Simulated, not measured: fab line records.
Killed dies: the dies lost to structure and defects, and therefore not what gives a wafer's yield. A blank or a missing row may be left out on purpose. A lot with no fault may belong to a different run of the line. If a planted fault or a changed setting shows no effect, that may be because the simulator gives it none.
A struck lot beside a sound one + flow sky130 + 15 steps out of a route of 708
Sound: the wafers L365.2, L365.4, L365.5. Struck: wafer L377.3 (left out: L377.4, a lot-mate that was not struck); the cause follows at the end.
At each step with rows: each side's tool, then ch and its chambers, then its first start. Under that, the readings that differ: sound wafers + struck wafers + difference of the means + sigmas: that difference in standard deviations of wafers without a fault.
alike: readings with means less than 2 such deviations apart, plus words and numbers identical on both sides. not compared: withheld readings, readings lacking a value on some wafer, bounds such as >300 that could conceal the same value, and numbers that have no deviation in the record and whose values overlap.
A row with sigmas, a row that says differs or no value, or rows on one side alone: a step with any of these is where the two part. When numbers do not overlap yet have no deviation, they are printed without sigmas and do not part them. A reading that every wafer of one side lacks parts them only if that side has two wafers or more.

first, 5 steps without rows for these wafers: SKY_VT_ADJUST_PCH_COAT_02 (resist thk 3000 nm); SKY_VT_ADJUST_PCH_SOFTBAKE_03; SKY_VT_ADJUST_PCH_EXPOSE_04 (exposes mask NWM, target cd 840 nm); SKY_VT_ADJUST_PCH_PEB_05; SKY_VT_ADJUST_PCH_DEVELOP_06 (develop time 60 s).
SKY_VT_ADJUST_PCH_OVL_MEAS_07:
  sound on overlay-01, day 11 14:49; struck on overlay-01, day 14 16:04
  alike: VT_ADJUST_PCH_OVL
following that, these wafers have no rows for 1 step: SKY_VT_ADJUST_PCH_IMPLANT_08.
SKY_VT_ADJUST_PCH_STRIP_09: strips in O2/N2.
  sound on plasma-asher-04 ch 0,1, day 11 14:59; struck on plasma-asher-03 ch 1, day 14 16:16
  alike: drypump-motor-current-A, n2-flow-sccm, oes-product-au, strip-time-to-endpoint-s
  not compared: rf-hours-counter-h
SKY_VT_ADJUST_PCH_TW_MEAS_10:
  sound on film-metro-02, day 11 15:06; struck on film-metro-01, day 14 16:22
  alike: VT_ADJUST_PCH_TW
then, 3 steps without rows for these wafers: SKY_SONOS_TUNNEL_DEHYDRATE_00 (time 60 s); SKY_SONOS_TUNNEL_HMDS_01 (prime time 60 s); SKY_SONOS_TUNNEL_COAT_02 (resist thk 1140 nm).
SKY_SONOS_TUNNEL_SOFTBAKE_03: time 60 s.
  sound on litho-track-01 ch 0, day 12 03:50; struck on litho-track-02 ch 0, day 15 05:48
| reading                  | sound             | struck | difference | sigmas |
|--------------------------|-------------------|--------|------------|--------|
| heater-power-total-W (W) | 56.58 56.62 56.56 | 60.32  | +3.73      | +76    |
| run-length-s (s)         | 89.03 89.01 88.99 | 78.69  | -10.32     | -94    |
  not compared: plate-temp-C
then, 1 step without rows for these wafers: SKY_SONOS_TUNNEL_EXPOSE_04 (exposes mask TUNM, target cd 410 nm).
-- record jumps: 35 days separate the struck wafers' starts on either side; left off in module SONOS_TUNNEL, taken up again in module PAD_OPEN, whose first shown step is the route's number 708 --
SKY_PAD_OPEN_PROBE_99:
  the record has rows for the struck wafers here (prober-02, day 49 18:02) and none for the sound ones

## WHERE THEY PART
Earliest at SKY_SONOS_TUNNEL_SOFTBAKE_03; latest, in this record, at SKY_PAD_OPEN_PROBE_99.

WHY: what the simulator had put in
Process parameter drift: litho-track-02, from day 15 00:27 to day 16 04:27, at SKY_SONOS_TUNNEL_SOFTBAKE_03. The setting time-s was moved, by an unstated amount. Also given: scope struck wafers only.
